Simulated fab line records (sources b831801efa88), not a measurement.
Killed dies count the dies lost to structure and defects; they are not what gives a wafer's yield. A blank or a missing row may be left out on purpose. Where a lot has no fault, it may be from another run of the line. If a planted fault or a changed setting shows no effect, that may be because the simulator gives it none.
Comparing a struck lot with a sound one	flow sky130	15 out of 708 route steps
Sound: wafers L445.2, L445.3, L445.6. The struck wafers were L431.1, L431.2, L431.6. The cause is given at the end.
Order at every step that has rows: each side's tool, ch and its chambers, its first start. Under that, the readings that differ: sound wafers	struck wafers	difference of the means	sigmas: that difference in standard deviations of wafers without a fault.
alike: readings with means less than 2 such deviations apart, plus words and numbers identical on both sides. not compared: withheld readings, readings lacking a value on some wafer, bounds such as >300 that could conceal the same value, and numbers that have no deviation in the record and whose values overlap.
Wherever a step has rows on one side only, a row that says differs or no value, or a row with sigmas, the two part there. Numbers that have no deviation but don't overlap get no sigmas and don't part them. A reading missing from all wafers of one side parts the sides only when that side holds two or more wafers.

first, 6 steps without rows for these wafers: SKY_GATE_OXIDE_HMDS_04 (prime time 60 s); SKY_GATE_OXIDE_COAT_05 (resist thk 1140 nm); SKY_GATE_OXIDE_SOFTBAKE_06 (time 60 s); SKY_GATE_OXIDE_EXPOSE_07 (exposes mask LVOM, target cd 600 nm); SKY_GATE_OXIDE_PEB_08; SKY_GATE_OXIDE_DEVELOP_09 (develop time 60 s).
SKY_GATE_OXIDE_OVL_MEAS_10:
  sound: overlay-02 at day 19 18:14; struck: overlay-01 at day 14 20:46
reading	sound	struck	difference	sigmas
GATE_OXIDE_OVL (nm)	2.3 3.3 1.6	0.1 0.0 -0.7	-2.6	-2
then, 2 steps without rows for these wafers: SKY_GATE_OXIDE_IMPLANT_11; SKY_GATE_OXIDE_WET_ETCH_12 (etches SiO2 in dHF, target depth 16.8 nm, time 336 s).
SKY_GATE_OXIDE_STRIP_13: strips in O2/N2.
  sound on plasma asher-02 ch 0,1, day 19 18:32; struck on plasma asher-04 ch 0,1, day 14 21:04
  alike: drypump motor current A, o2 flow sccm, oes product au, strip time to endpoint s
  not compared: rf hours counter h
SKY_GATE_OXIDE_TW_MEAS_14:
  sound: film metro-03 at day 19 18:38; struck: film metro-04 at day 14 21:10
  alike: GATE_OXIDE_TW
then, 1 step without rows for these wafers: SKY_GATE_OXIDE_CLEAN_15 (cleans in SC1/SC2, time 150 s).
SKY_GATE_OXIDE_OXIDATION_16: stabilise 600 s, purge 300 s, target thk 3.57 nm.
  sound on furnace-02 ch 0, day 19 19:59; struck on furnace-02 ch 0, day 14 22:29
reading	sound	struck	difference	sigmas
model.SiO2_of_GATE_OXIDE_OXIDATION_01.thk nm (nm)	11.63 11.71 11.85	12.6 12.54 12.51	+0.8	
  alike: zone power bottom pct
then, 1 step without rows for these wafers: SKY_POLY_GATE_CVD_00 (deposits poly-Si, target thk 180 nm, time 720 s).
-- the record jumps here: 32 days lie between the struck wafers' starts before and after (it left off in module POLY_GATE and takes up again in module PAD_OPEN, whose first step shown is number 708 of the route) --
SKY_PAD_OPEN_PROBE_99:
  sound: prober-02 at day 49 18:59; struck: prober-02 at day 46 16:21
reading	sound	struck	difference	sigmas
killed at front end	26 16 18	7 10 12	-10	-2
model.etest.nfet_16v.r on ohm um	1.418e+04 1.418e+04 1.416e+04	1.468e+04 1.482e+04 1.47e+04	+5.600e+02	
model.etest.pfet_16v.r on ohm um	1.51e+04 1.498e+04 1.544e+04	1.561e+04 1.606e+04 1.57e+04	+6.167e+02	
model.etest.pfet g5v0d10v5.r on ohm um	4606 4612 4712	5189 5298 5231	+596	
model.etest.pfet_01v8.r on ohm um	2724 2738 2760	3228 3224 3195	+475	
model.etest.tip sonos.rs ohm sq	2658 2674 2705	2859 2838 2807	+156	
model.etest.nfet g5v0d10v5.r on ohm um	1858 1866 1877	2060 2048 2045	+184	
model.etest.nfet_01v8.r on ohm um	819.1 809.9 834.2	953.2 948 955.2	+131.1	
model.etest.nfet_01v8_lvt.drive ua um	583 591 575	501.5 509.8 499.7	-79.3	
  alike: killed_at_M0_to_M3, killed_at_M4_up, killed at contacts, killed at other, killed dies, killed open, killed short

WHERE THEY PART
First at SKY_GATE_OXIDE_OVL_MEAS_10; last, within this record, at SKY_PAD_OPEN_PROBE_99.

WHY: the cause the simulator had injected
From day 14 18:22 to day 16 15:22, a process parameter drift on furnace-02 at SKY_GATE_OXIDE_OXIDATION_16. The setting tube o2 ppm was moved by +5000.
